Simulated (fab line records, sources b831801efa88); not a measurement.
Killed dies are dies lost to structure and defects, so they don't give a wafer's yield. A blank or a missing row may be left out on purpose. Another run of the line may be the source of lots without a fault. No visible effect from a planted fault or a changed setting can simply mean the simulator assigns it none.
Which tool is to blame?    flow gf180mcu    11 lots with 33 wafers sampled at 2 steps, on a route of 602 steps

## WHAT EACH GAUGE READ, for each wafer
GF_VT_IMPLANT_TW_MEAS_10.
lot   measured     on            VT_IMPLANT_TW
L504  day 6 07:57  filmMetro-04  552 555 549
L505  day 6 18:44  filmMetro-02  562 565 566
L506  day 6 22:24  filmMetro-02  564 564 566
L507  day 7 06:22  filmMetro-04  550 555 552
L508  day 7 15:01  filmMetro-01  562 558 561
L509  day 7 18:07  filmMetro-02  569 568 570
L510  day 8 00:17  filmMetro-01  561 563 565
L511  day 8 04:22  filmMetro-01  566 567 563
L512  day 8 12:18  filmMetro-01  567 561 560
L513  day 8 15:33  filmMetro-04  551 549 550
L514  day 8 23:12  filmMetro-04  555 550 550

## WHICH TOOL RAN EACH LOT (tool, then ch and the chambers of the sampled wafers, then the start)
lot   GF_MVPSD_STRIP_10
L504  plasmaAsher-02 ch 0,1, day 5 15:20
L505  plasmaAsher-03 ch 0,1, day 6 00:47
L506  plasmaAsher-02 ch 0,1, day 6 03:58
L507  plasmaAsher-03 ch 0,1, day 6 10:50
L508  plasmaAsher-03 ch 0,1, day 6 20:23
L509  plasmaAsher-04 ch 0,1, day 7 00:05
L510  plasmaAsher-04 ch 0,1, day 7 06:07
L511  plasmaAsher-03 ch 0, day 7 10:40
L512  plasmaAsher-02 ch 0,1, day 7 18:11
L513  plasmaAsher-02 ch 0,1, day 7 22:25
L514  plasmaAsher-03 ch 0,1, day 8 05:07
- GF_MVPSD_STRIP_10: strips in O2/N2.

## THE ANSWER, worked out from the rows above alone
Rule: the lots themselves supply what counts as usual. The widest of any qualifying gaps counts: lots, ordered by their means at a reading, are off when they make up no more than a third of the lots, leave a main group of 4 or more, and stand apart from it by 3 or more times the standard deviation of that group's means. A main group whose means are all the same, to the digits that the tables above print for the reading, isn't used. A lot without any number at a reading at which 4 lots or more have one is off too. Any other lot the step has rows for is counted as sound.
Across all readings shown, no lot is off: no conclusion can be drawn from this.

## WHAT THE SIMULATOR HAD PUT IN
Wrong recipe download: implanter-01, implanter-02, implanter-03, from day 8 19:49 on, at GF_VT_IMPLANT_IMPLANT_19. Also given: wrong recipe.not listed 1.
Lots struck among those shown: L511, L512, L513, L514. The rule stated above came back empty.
